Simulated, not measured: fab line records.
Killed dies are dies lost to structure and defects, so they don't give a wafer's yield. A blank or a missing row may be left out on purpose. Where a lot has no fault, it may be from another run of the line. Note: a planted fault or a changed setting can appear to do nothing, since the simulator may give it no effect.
Which tool did it? :: flow sky130 :: 27 wafers from 9 lots sampled at 6 of the route's 708 steps

WHAT THE GAUGES SHOWED, per wafer
SKY_CAPM_RS_MEAS_03: measures by four-point-probe.
lot: L869
measured: day 35 15:41
on: film-metro-02
CAPM_TIN_RS (ohm/sq): 6.94 6.91 6.97

lot: L870
measured: day 36 22:53
on: film-metro-01
CAPM_TIN_RS (ohm/sq): 6.92 6.87 6.94

lot: L872
measured: day 37 13:10
on: film-metro-01
CAPM_TIN_RS (ohm/sq): 6.94 7.00 6.88

lot: L875
measured: day 38 03:38
on: film-metro-01
CAPM_TIN_RS (ohm/sq): 6.81 6.78 6.83

lot: L876
measured: day 38 07:29
on: film-metro-03
CAPM_TIN_RS (ohm/sq): 6.98 6.96 6.96

lot: L877
measured: day 38 13:07
on: film-metro-02
CAPM_TIN_RS (ohm/sq): 6.90 6.95 6.87

lot: L878
measured: day 38 19:39
on: film-metro-02
CAPM_TIN_RS (ohm/sq): 6.81 6.91 6.95

lot: L883
measured: day 40 04:51
on: film-metro-01
CAPM_TIN_RS (ohm/sq): 6.84 6.83 16.24

lot: L892
measured: day 43 04:59
on: film-metro-03
CAPM_TIN_RS (ohm/sq): 6.92 6.87 6.90

SKY_CAPM_THK_MEAS_04: measures by xrf.
lot: L869
measured: day 35 15:47
on: film-metro-02
CAPM_TIN_THK (nm): 200.7 201.5 199.3

lot: L870
measured: day 36 22:59
on: film-metro-01
CAPM_TIN_THK (nm): 203.1 204.7 202.3

lot: L872
measured: day 37 13:17
on: film-metro-01
CAPM_TIN_THK (nm): 203.0 200.5 204.2

lot: L875
measured: day 38 03:45
on: film-metro-01
CAPM_TIN_THK (nm): 204.9 206.1 203.9

lot: L876
measured: day 38 07:35
on: film-metro-03
CAPM_TIN_THK (nm): 199.8 201.1 200.7

lot: L877
measured: day 38 13:14
on: film-metro-02
CAPM_TIN_THK (nm): 200.2 198.8 201.2

lot: L878
measured: day 38 19:45
on: film-metro-02
CAPM_TIN_THK (nm): 203.2 200.9 199.3

lot: L883
measured: day 40 04:57
on: film-metro-01
CAPM_TIN_THK (nm): 203.5 204.3 88.2

lot: L892
measured: day 43 05:05
on: film-metro-03
CAPM_TIN_THK (nm): 201.0 202.8 200.7

TOOL THAT RAN EACH LOT (tool first, then ch and the chambers of the sampled wafers, then the start)
lot: L869
SKY_VIA2_CMP_24: cmp-01 ch 1,2,3, day 35 15:04
SKY_METAL3_SPUTTER_00: pvd-sputter-01, day 35 15:19
SKY_METAL3_SPUTTER_04: pvd-sputter-01, day 35 15:25
SKY_CAPM_SPUTTER_02: pvd-sputter-02, day 35 15:33

lot: L870
SKY_VIA2_CMP_24: cmp-02 ch 0,2, day 36 22:16
SKY_METAL3_SPUTTER_00: pvd-sputter-03, day 36 22:31
SKY_METAL3_SPUTTER_04: pvd-sputter-03, day 36 22:37
SKY_CAPM_SPUTTER_02: pvd-sputter-01, day 36 22:44

lot: L872
SKY_VIA2_CMP_24: cmp-02 ch 1,2, day 37 12:31
SKY_METAL3_SPUTTER_00: pvd-sputter-02, day 37 12:49
SKY_METAL3_SPUTTER_04: pvd-sputter-02, day 37 12:55
SKY_CAPM_SPUTTER_02: pvd-sputter-04, day 37 13:03

lot: L875
SKY_VIA2_CMP_24: cmp-02 ch 0,1,2, day 38 02:59
SKY_METAL3_SPUTTER_00: pvd-sputter-02, day 38 03:17
SKY_METAL3_SPUTTER_04: pvd-sputter-02, day 38 03:23
SKY_CAPM_SPUTTER_02: pvd-sputter-01, day 38 03:31

lot: L876
SKY_VIA2_CMP_24: cmp-01 ch 1,2, day 38 06:51
SKY_METAL3_SPUTTER_00: pvd-sputter-02, day 38 07:07
SKY_METAL3_SPUTTER_04: pvd-sputter-02, day 38 07:13
SKY_CAPM_SPUTTER_02: pvd-sputter-04, day 38 07:21

lot: L877
SKY_VIA2_CMP_24: cmp-01 ch 1,2,3, day 38 12:26
SKY_METAL3_SPUTTER_00: pvd-sputter-02, day 38 12:46
SKY_METAL3_SPUTTER_04: pvd-sputter-02, day 38 12:52
SKY_CAPM_SPUTTER_02: pvd-sputter-01, day 38 13:00

lot: L878
SKY_VIA2_CMP_24: cmp-02 ch 0,3, day 38 18:58
SKY_METAL3_SPUTTER_00: pvd-sputter-03, day 38 19:16
SKY_METAL3_SPUTTER_04: pvd-sputter-03, day 38 19:22
SKY_CAPM_SPUTTER_02: pvd-sputter-04, day 38 19:30

lot: L883
SKY_VIA2_CMP_24: cmp-01 ch 1,2, day 40 04:13
SKY_METAL3_SPUTTER_00: pvd-sputter-03, day 40 04:28
SKY_METAL3_SPUTTER_04: pvd-sputter-03, day 40 04:34
SKY_CAPM_SPUTTER_02: pvd-sputter-04, day 40 04:42

lot: L892
SKY_VIA2_CMP_24: cmp-01 ch 0,1, day 43 04:19
SKY_METAL3_SPUTTER_00: pvd-sputter-02, day 43 04:37
SKY_METAL3_SPUTTER_04: pvd-sputter-02, day 43 04:43
SKY_CAPM_SPUTTER_02: pvd-sputter-01, day 43 04:51
- SKY_VIA2_CMP_24: polishes, stops on SiO2, t overpolish 20 s, target thk 0 nm.
- SKY_METAL3_SPUTTER_00: material Ti, target thk 15 nm, time 10 s.
- SKY_METAL3_SPUTTER_04: material TiN, target thk 70 nm, time 58.3 s.
- SKY_CAPM_SPUTTER_02: material TiN, target thk 200 nm, time 166.7 s.

WHAT THE TOOLS THEMSELVES READ (means of the sampled wafers that have a number; where no wafer has one, the mark that the record gives instead)
SKY_VIA2_CMP_24.
lot: L869
tool: cmp-01
motor-current-A (A): 11.3
overpolish-run-s (s): 20.002
time-to-endpoint-s (s): 101

lot: L870
tool: cmp-02
motor-current-A (A): 10.1
overpolish-run-s (s): 19.995
time-to-endpoint-s (s): 99

lot: L872
tool: cmp-02
motor-current-A (A): 10.5
overpolish-run-s (s): 20.006
time-to-endpoint-s (s): 108

lot: L875
tool: cmp-02
motor-current-A (A): 10.2
overpolish-run-s (s): 19.994
time-to-endpoint-s (s): 100

lot: L876
tool: cmp-01
motor-current-A (A): 12.4
overpolish-run-s (s): 19.995
time-to-endpoint-s (s): 104

lot: L877
tool: cmp-01
motor-current-A (A): 11.7
overpolish-run-s (s): 20.010
time-to-endpoint-s (s): 104

lot: L878
tool: cmp-02
motor-current-A (A): 11.0
overpolish-run-s (s): 20.001
time-to-endpoint-s (s): 98

lot: L883
tool: cmp-01
motor-current-A (A): 12.7
overpolish-run-s (s): 20.003
time-to-endpoint-s (s): 107

lot: L892
tool: cmp-01
motor-current-A (A): 11.0
overpolish-run-s (s): 20.006
time-to-endpoint-s (s): 105

SKY_METAL3_SPUTTER_00.
lot: L869
tool: pvd-sputter-01
cathode-dc-power-W (W): 2999.8
throttle-valve-pct (%): 31.2

lot: L870
tool: pvd-sputter-03
cathode-dc-power-W (W): 2999.5
throttle-valve-pct (%): 31.8

lot: L872
tool: pvd-sputter-02
cathode-dc-power-W (W): 3000.1
throttle-valve-pct (%): 28.9

lot: L875
tool: pvd-sputter-02
cathode-dc-power-W (W): 2999.9
throttle-valve-pct (%): 29.0

lot: L876
tool: pvd-sputter-02
cathode-dc-power-W (W): 2999.8
throttle-valve-pct (%): 29.4

lot: L877
tool: pvd-sputter-02
cathode-dc-power-W (W): 2999.8
throttle-valve-pct (%): 29.5

lot: L878
tool: pvd-sputter-03
cathode-dc-power-W (W): 2999.7
throttle-valve-pct (%): 29.7

lot: L883
tool: pvd-sputter-03
cathode-dc-power-W (W): 3000.4
throttle-valve-pct (%): 31.3

lot: L892
tool: pvd-sputter-02
cathode-dc-power-W (W): 3000.1
throttle-valve-pct (%): 28.8

SKY_METAL3_SPUTTER_04.
lot: L869
tool: pvd-sputter-01
cathode-dc-power-W (W): 6500.8
throttle-valve-pct (%): 31.4

lot: L870
tool: pvd-sputter-03
cathode-dc-power-W (W): 6499.9
throttle-valve-pct (%): 31.9

lot: L872
tool: pvd-sputter-02
cathode-dc-power-W (W): 6501.0
throttle-valve-pct (%): 28.9

lot: L875
tool: pvd-sputter-02
cathode-dc-power-W (W): 6501.0
throttle-valve-pct (%): 28.8

lot: L876
tool: pvd-sputter-02
cathode-dc-power-W (W): 6499.3
throttle-valve-pct (%): 29.4

lot: L877
tool: pvd-sputter-02
cathode-dc-power-W (W): 6498.6
throttle-valve-pct (%): 29.5

lot: L878
tool: pvd-sputter-03
cathode-dc-power-W (W): 6501.0
throttle-valve-pct (%): 29.8

lot: L883
tool: pvd-sputter-03
cathode-dc-power-W (W): 6499.8
throttle-valve-pct (%): 31.2

lot: L892
tool: pvd-sputter-02
cathode-dc-power-W (W): 6499.3
throttle-valve-pct (%): 29.1

SKY_CAPM_SPUTTER_02.
lot: L869
tool: pvd-sputter-02
cathode-dc-power-W (W): 6499.8
throttle-valve-pct (%): 29.5

lot: L870
tool: pvd-sputter-01
cathode-dc-power-W (W): 6500.0
throttle-valve-pct (%): 31.3

lot: L872
tool: pvd-sputter-04
cathode-dc-power-W (W): 6500.3
throttle-valve-pct (%): 30.4

lot: L875
tool: pvd-sputter-01
cathode-dc-power-W (W): 6499.9
throttle-valve-pct (%): 30.4

lot: L876
tool: pvd-sputter-04
cathode-dc-power-W (W): 6499.8
throttle-valve-pct (%): 29.3

lot: L877
tool: pvd-sputter-01
cathode-dc-power-W (W): 6498.9
throttle-valve-pct (%): 31.4

lot: L878
tool: pvd-sputter-04
cathode-dc-power-W (W): 6499.9
throttle-valve-pct (%): 29.8

lot: L883
tool: pvd-sputter-04
cathode-dc-power-W (W): 5253.4
throttle-valve-pct (%): 29.4

lot: L892
tool: pvd-sputter-01
cathode-dc-power-W (W): 6498.5
throttle-valve-pct (%): 30.3

THE ANSWER, worked out from the rows above alone
Rule: the lots themselves supply what counts as usual. Put in order of their means at a reading, lots are off if they are a third of the lots or fewer, leave a main group of 4 or more, and stand apart from it by a gap of 3 or more times the standard deviation of the main group's means; of several such gaps the widest counts. A main group is skipped when, at the precision printed for the reading in the tables above, its means are all equal. Also off: a lot with no number at a reading for which 4 or more lots have one. Any other lot the step has rows for is counted as sound. First the gauges in route order, then the tools' own readings, where a lot's mean is used as printed above. The first step at which some lot is off is used, and at that step the reading that is off furthest; a lot without a number counts as furthest.
Off: L883, seen at SKY_CAPM_RS_MEAS_03 (CAPM_TIN_RS). The main group: mean 6.91 ohm/sq, standard deviation 0.045.
If a tool, at a process step before that reading, ran all the lots that are off and no sound lot after the first of them, it fits. The gauges at SKY_CAPM_RS_MEAS_03 aren't tried: what is off there is off at SKY_METAL3_SPUTTER_00 too, on other tools, and a gauge's error can't cause that. Can't be told from this: 2 tools fit, pvd-sputter-03 at SKY_METAL3_SPUTTER_00 and SKY_METAL3_SPUTTER_04, pvd-sputter-04 at SKY_CAPM_SPUTTER_02.

WHAT THE SIMULATOR PUT IN
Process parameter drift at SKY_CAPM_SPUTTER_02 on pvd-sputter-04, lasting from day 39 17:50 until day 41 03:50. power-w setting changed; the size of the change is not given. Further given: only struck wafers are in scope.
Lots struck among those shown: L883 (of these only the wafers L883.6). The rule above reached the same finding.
